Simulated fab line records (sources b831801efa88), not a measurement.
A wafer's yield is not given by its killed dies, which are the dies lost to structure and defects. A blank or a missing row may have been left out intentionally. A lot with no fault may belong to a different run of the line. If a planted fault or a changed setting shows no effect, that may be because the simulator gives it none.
fab line records	flow sky130
record lots=5	wafers=15	lastDay=50
route steps=708 shown CONTACT@418
lots with no fault: from the same line, run without faults
startH: the number of hours between the record's first day and the start of the first shown wafer of the lot	waitH: hours elapsed since this lot's preceding step	" the same as in the row above	L1.1+2: one row covering several wafers at once	- no value present, or no start provided	* or withheld: withheld	< > ~ a bound
route shown NAME@n: a module of which the file shows steps, and the number in the route of the first	usual: average and standard deviation across the fault-free wafers	same: alike in all rows	chamber/n: place in a boat	sites: the reading at each site	_std_site: their standard deviation	_edge_site: the outer-site mean with the inner-site mean subtracted	radiusMm: how far each site lies from the wafer's centre	mask NAME#n: copy n	behind: the tool/chamber that last shaped the wafer	hold: cause of the lot's hold/its duration in hours/its outcome	device: the transistor (n, p or np) that didn't switch	end of line: the route-end tests of the same wafers	for a step that has no rows: nothing shown but its recipe	killed: at the first sort, the dies lost to defects and structure; wafer yield is something else	map: a wafer's dies, x killed, . not, _ none there
set.NAME: the setting the step ran with; set.NAME@STEP: the setting that earlier step ran with	model.NAME: the simulator's own value behind a step, which no gauge read
lots seen at some steps along the route; tables by step, rows by wafer
services: a tool's chamber out of use, with start hour (startH, from the record's first day; less than 0 if before it), hours out, and reason
## steps
# step SKY_CONTACT_PEB_12
# recipe pebTempC=withheld	pebTimeS=withheld	resist=KrF-thick
# step SKY_CONTACT_DEVELOP_13
# recipe developTimeS=60	resist=KrF-thick	devTempC=21
# step SKY_CONTACT_CD_MEAS_14
# recipe targetCdNm=170
# usual cdNm=170.0/1.4
lot.wafer	tool	chamber	startH	waitH	cdNm
L274.4	cdSem-02	-	760.77	-	171.1
L274.5	"	-	"	"	171.3
L274.6	"	-	"	"	170.5
L282.1	cdSem-02	-	819.73	-	169.1
L282.2	"	-	"	"	168.6
L282.6	"	-	"	"	167.9
L285.1	cdSem-01	-	852.76	-	172.2
L285.2	"	-	"	"	170.9
L285.5	"	-	"	"	172.3
L295.1	cdSem-01	-	896.82	-	169.5
L295.4	"	-	"	"	169.4
L295.6	"	-	"	"	170.0
L296.2	cdSem-01	-	914.23	-	172.7
L296.3	"	-	"	"	171.7
L296.6	"	-	"	"	172.0
# step SKY_CONTACT_OVL_MEAS_15
# usual CONTACT_OVL=-1/5.4
lot.wafer	tool	chamber	startH	waitH	CONTACT_OVL[nm]
L274.4	overlay-01	-	760.85	0.1	-1
L274.5	"	-	"	"	-7
L274.6	"	-	"	"	6
L282.1	overlay-02	-	819.85	0.1	2
L282.2	"	-	"	"	2
L282.6	"	-	"	"	-9
L285.1	overlay-01	-	852.88	0.1	3
L285.2	"	-	"	"	-5
L285.5	"	-	"	"	-6
L295.1	overlay-01	-	896.94	0.1	2
L295.4	"	-	"	"	4
L295.6	"	-	"	"	12
L296.2	overlay-01	-	914.34	0.1	4
L296.3	"	-	"	"	-11
L296.6	"	-	"	"	-3
# step SKY_CONTACT_ETCH_16
# recipe chemistry=N2/H2	target=BARC	ionEnergyEv=200	sourceW=500	biasW=100	pressureMtorr=30	n2FlowSccm=100	h2FlowSccm=200	stopOn=SiO2	timeS=45.9	targetDepthA=600
# usual chamberPressureMTorr=30.00/0.05	drypumpMotorCurrentA=5.8/0.57	oesProductAu=0.855/0.0048	throttleValvePct=13.226/0.0086
lot.wafer	tool	chamber	startH	waitH	chamberPressureMTorr	drypumpMotorCurrentA	oesProductAu	rfHoursCounterH	throttleValvePct
L274.4	rieDiel-02	2	760.89	0.0	30.01	5.0	0.853	-	13.234
L274.5	"	0	"	"	29.98	6.6	0.851	-	13.236
L274.6	"	1	"	"	30.02	5.9	0.858	-	13.226
L282.1	rieDiel-02	2	819.89	0.0	29.98	5.0	0.857	20	13.224
L282.2	"	1	"	"	30.00	5.9	0.859	9	13.229
L282.6	"	2	"	"	30.00	5.0	0.854	-	13.235
L285.1	rieDiel-02	2	852.92	0.0	29.99	5.0	0.861	21	13.225
L285.2	"	0	"	"	30.01	6.6	0.860	11	13.223
L285.5	"	3	"	"	30.02	5.7	0.853	-	13.225
L295.1	rieDiel-01	2	896.97	0.0	29.99	6.7	0.847	11	13.238
L295.4	"	0	"	"	30.02	5.6	0.856	10	13.228
L295.6	"	0	"	"	30.02	5.6	0.847	-	13.215
L296.2	rieDiel-02	1	914.37	0.0	29.99	5.9	0.853	12	13.225
L296.3	"	2	"	"	29.98	5.0	0.851	23	13.228
L296.6	"	3	"	"	29.98	5.7	0.853	-	13.224
# step SKY_CONTACT_ETCH_17
# recipe target=SiO2	chemistry=C4F8/O2/Ar	stopOn=Si3N4	maskMaterial=KrF-thick	sourceW=1500	biasW=1200	pressureMtorr=40	c4f8FlowSccm=withheld	O2_flow_sccm=6	Ar_flow_sccm=300	timeS=withheld	targetDepthA=3400
# usual chamberPressureMTorr=40.00/0.036	oesProductAu=0.891/0.0045
lot.wafer	tool	chamber	startH	waitH	chamberPressureMTorr	oesProductAu
L274.4	rieDiel-02	2	760.94	0.0	39.99	0.892
L274.5	"	0	"	"	40.01	0.887
L274.6	"	1	"	"	39.99	0.893
L282.1	rieDiel-02	2	819.93	0.0	40.04	0.890
L282.2	"	1	"	"	40.03	0.894
L282.6	"	2	"	"	39.97	0.895
L285.1	rieDiel-02	2	852.96	0.0	40.03	0.887
L285.2	"	0	"	"	40.04	0.887
L285.5	"	3	"	"	40.00	0.887
L295.1	rieDiel-01	2	897.01	0.0	39.99	0.888
L295.4	"	0	"	"	40.08	0.886
L295.6	"	0	"	"	39.99	0.897
L296.2	rieDiel-02	1	914.41	0.0	39.98	0.894
L296.3	"	2	"	"	40.00	0.895
L296.6	"	3	"	"	40.03	0.886
# step SKY_CONTACT_ETCH_18
# recipe target=Si3N4	chemistry=CHF3/O2	stopOn=TiN	sourceW=600	biasW=200	pressureMtorr=40	chf3FlowSccm=50	O2_flow_sccm=5	timeS=39	targetDepthA=750
# usual chamberPressureMTorr=40.00/0.037	drypumpMotorCurrentA=5.8/0.57	oesProductAu=0.855/0.0067	throttleValvePct=8.794/0.0093
lot.wafer	tool	chamber	startH	waitH	chamberPressureMTorr	drypumpMotorCurrentA	oesProductAu	rfHoursCounterH	throttleValvePct
L274.4	rieDiel-02	2	-	-	40.04	5.0	0.859	-	8.809
L274.5	"	0	"	"	40.03	6.6	0.858	-	8.805
L274.6	"	1	"	"	40.01	5.9	0.864	-	8.798
L282.1	rieDiel-02	2	-	-	40.00	5.0	0.849	20	8.802
L282.2	"	1	"	"	39.95	5.9	0.846	9	8.784
L282.6	"	2	"	"	40.04	5.0	0.850	-	8.790
L285.1	rieDiel-02	2	-	-	40.06	5.0	0.861	21	8.805
L285.2	"	0	"	"	40.01	6.5	0.853	11	8.801
L285.5	"	3	"	"	40.02	5.7	0.863	-	8.796
L295.1	rieDiel-01	2	-	-	40.01	6.7	0.854	11	8.792
L295.4	"	0	"	"	40.01	5.6	0.855	10	8.805
L295.6	"	0	"	"	40.05	5.6	0.863	-	8.770
L296.2	rieDiel-02	1	-	-	39.97	5.9	0.836	12	8.778
L296.3	"	2	"	"	40.05	5.0	0.853	23	8.806
L296.6	"	3	"	"	39.99	5.7	0.857	-	8.794
# step SKY_CONTACT_STRIP_19
# recipe chemistry=O2/N2	powerW=1400	pressureMtorr=1500	platenTempC=withheld	o2FlowSccm=3000	n2FlowSccm=300	overashFraction=0.5
# usual chamberPressureMTorr=1500.0/1.3	drypumpMotorCurrentA=5.6/0.37	oesProductAu=0.381/0.0045	stripTimeToEndpointS=3.618/0.023
lot.wafer	tool	chamber	startH	waitH	chamberPressureMTorr	drypumpMotorCurrentA	oesProductAu	rfHoursCounterH	stripTimeToEndpointS
L274.4	plasmaAsher-01	1	761.04	-	1499.7	5.4	0.383	-	3.664
L274.5	"	0	"	"	1500.4	5.4	0.384	-	3.655
L274.6	"	1	"	"	1499.6	5.4	0.386	-	3.651
L282.1	plasmaAsher-02	0	820.02	-	1498.8	6.4	0.377	8	3.604
L282.2	"	1	"	"	1498.6	5.4	0.378	8	3.612
L282.6	"	0	"	"	1499.0	6.4	0.387	-	3.600
L285.1	plasmaAsher-01	1	853.05	-	1496.5	5.3	0.391	75	3.608
L285.2	"	0	"	"	1501.1	5.4	0.380	75	3.583
L285.5	"	0	"	"	1499.0	5.4	0.372	-	3.600
L295.1	plasmaAsher-02	1	897.10	-	1498.4	5.4	0.387	16	3.658
L295.4	"	0	"	"	1500.5	6.4	0.383	-	3.633
L295.6	"	1	"	"	1500.9	5.4	0.377	-	3.620
L296.2	plasmaAsher-02	0	914.50	-	1498.6	6.3	0.388	18	3.602
L296.3	"	1	"	"	1501.2	5.4	0.386	-	3.602
L296.6	"	1	"	"	1500.7	5.4	0.384	-	3.654
# step SKY_CONTACT_STRIP_20
# recipe chemistry=postEtchResidueRemover	timeS=1200	tempC=72.5
# step SKY_CONTACT_CLEAN_21
# recipe chemistry=IPA	timeS=180	tempC=25
# step SKY_CONTACT_CLEAN_22
# recipe chemistry=O3/DIW	dry=n2Spin
# step SKY_CONTACT_SPUTTER_23
# recipe material=TiN	targetThkNm=20	chamberPressurePa=5	powerW=4000	timeS=80
# step SKY_CONTACT_CVD_24
# recipe material=W	targetThkNm=340	timeS=102.12	tempC=400	pressureTorr=40
# usual heaterPowerW=819/48
lot.wafer	tool	chamber	startH	waitH	heaterPowerW	model.W_of_CONTACT_CVD_24.thkNm
L274.4	cvdW-01	1	761.70	0.1	877	350.6
L274.5	"	1	"	"	894	352.1
L274.6	"	0	"	"	781	335.2
L282.1	cvdW-01	0	820.72	0.0	792	337.3
L282.2	"	1	"	"	887	351.6
L282.6	"	0	"	"	828	337
L285.1	cvdW-01	0	853.75	0.0	826	332.8
L285.2	"	0	"	"	794	335.8
L285.5	"	0	"	"	801	333.3
L295.1	cvdW-01	0	897.80	0.0	783	313.2
L295.4	"	0	"	"	810	307.6
L295.6	"	0	"	"	828	333.9
L296.2	cvdW-02	1	915.15	0.0	748	339.2
L296.3	"	1	"	"	746	340.7
L296.6	"	0	"	"	821	339.8
# step SKY_CONTACT_RS_MEAS_25
# recipe thkMeasGauge=four-point-probe	reads=W_of_CONTACT_CVD_24+TiN_of_CONTACT_SPUTTER_23
# usual CONTACT_W_RS=0.337/0.0071
lot.wafer	tool	chamber	startH	waitH	CONTACT_W_RS[ohm/sq]
L274.4	filmMetro-03	-	761.83	0.1	0.327
L274.5	"	-	"	"	0.327
L274.6	"	-	"	"	0.343
L282.1	filmMetro-04	-	820.83	0.1	0.341
L282.2	"	-	"	"	0.326
L282.6	"	-	"	"	0.341
L285.1	filmMetro-03	-	853.97	0.2	0.346
L285.2	"	-	"	"	0.342
L285.5	"	-	"	"	0.345
L295.1	filmMetro-02	-	897.91	0.1	0.368
L295.4	"	-	"	"	0.374
L295.6	"	-	"	"	0.345
L296.2	filmMetro-03	-	915.28	0.1	0.339
L296.3	"	-	"	"	0.338
L296.6	"	-	"	"	0.338
# step SKY_CONTACT_THK_MEAS_26
# recipe thkMeasGauge=xrf	reads=W_of_CONTACT_CVD_24
# usual CONTACT_W_THK=347/8.3
lot.wafer	tool	chamber	startH	waitH	CONTACT_W_THK[nm]
L274.4	filmMetro-03	-	761.92	0.1	360
L274.5	"	-	"	"	361
L274.6	"	-	"	"	344
L282.1	filmMetro-04	-	820.95	0.1	346
L282.2	"	-	"	"	360
L282.6	"	-	"	"	344
L285.1	filmMetro-03	-	854.09	0.1	337
L285.2	"	-	"	"	342
L285.5	"	-	"	"	339
L295.1	filmMetro-02	-	898.03	0.1	312
L295.4	"	-	"	"	307
L295.6	"	-	"	"	333
L296.2	filmMetro-03	-	915.39	0.1	345
L296.3	"	-	"	"	350
L296.6	"	-	"	"	348
# step SKY_CONTACT_CMP_27
# recipe stopOn=SiO2	tOverpolishS=15	downForcePsi=3.5	platenRpm=60	targetThkNm=0	padVelocityMS=0.94248
# usual motorCurrentA=10.9/1.2	retainingRingPressureFrac=1.000/0.0049
lot.wafer	tool	chamber	startH	waitH	motorCurrentA	retainingRingPressureFrac
L274.4	cmp-02	3	762.05	0.1	10.3	1.003
L274.6	"	1	"	"	11.2	0.992
L274.5	"	2	"	"	11.6	1.005
L282.2	cmp-02	2	821.07	0.1	11.7	0.992
L282.1	"	3	"	"	10.7	1.000
L282.6	"	2	"	"	11.5	0.997
L285.1	cmp-02	1	854.25	0.1	10.9	1.000
L285.2	"	2	"	"	11.7	1.010
L285.5	"	0	"	"	12.3	1.003
L295.1	cmp-02	0	898.09	0.1	11.4	1.003
L295.4	"	2	"	"	11.8	0.997
L295.6	"	1	"	"	11.0	1.000
L296.2	cmp-02	0	915.62	0.2	10.9	1.003
L296.3	"	3	"	"	10.8	1.004
L296.6	"	1	"	"	11.0	0.997
## services
tool	chamber	startH	hours	kind
rieDiel-01	0	738.58	8.0	repair
cmp-02	-	742.85	8.2	pm
rieDiel-02	3	746.72	8.6	repair
cmp-02	-	751.01	4.0	pm
cmp-02	-	754.61	2.1	repair
cvdW-01	-	756.63	1.5	repair
rieDiel-02	3	758.02	6.4	repair
cvdW-02	-	768.74	0.3	repair
cmp-02	-	778.20	0.7	repair
cvdW-01	1	783.98	1.3	repair
cvdW-02	1	791.01	1.5	repair
cmp-02	-	794.72	5.2	repair
cvdW-02	1	830.36	3.3	repair
cmp-02	-	831.01	2.0	repair
plasmaAsher-02	-	837.64	1.6	repair
cvdW-02	0	838.40	8.0	repair
cvdW-01	1	849.63	14.5	repair
rieDiel-02	0	854.46	4.2	repair
rieDiel-01	3	869.22	12.1	repair
rieDiel-02	3	869.84	14.6	repair
rieDiel-02	0	874.11	9.6	repair
rieDiel-02	0	885.51	1.2	repair
cvdW-02	-	891.20	6.9	pm
cvdW-01	-	904.00	14.0	pm
## key
firstSign step=SKY_CONTACT_RS_MEAS_25	reading=CONTACT_W_RS	direction=up	sigmas=4.8	usual=0.337	struck=0.371
effect step=SKY_CONTACT_THK_MEAS_26	reading=CONTACT_W_THK	direction=down	sigmas=4.5	usual=347	struck=310
modelEffect step=SKY_CONTACT_CVD_24	value=W_of_CONTACT_CVD_24.thkNm	without=332.6	struck=310.4
metAt SKY_CONTACT_CVD_24
struckWafers L295.1,L295.4
testerLeftOut L295
onsetBetween 853.75 897.80
fault kind=processParameterDrift	tool=cvdW-01	chamber=-	onsetH=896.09	steps=SKY_CONTACT_CVD_24	channel=targetThkNm	offset=-22.322	shape=step	endH=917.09	scope=struckWafersOnly	actsIn=theseRecipesOnly	stated=340
# testerLeftOut: of these lots the tester's yield and bins aren't shown, on N5 and GAA mostly nor the transistor test; their killed dies are dies lost to structure and defects alone, not to doping, threshold or leakage, so they don't give the yield
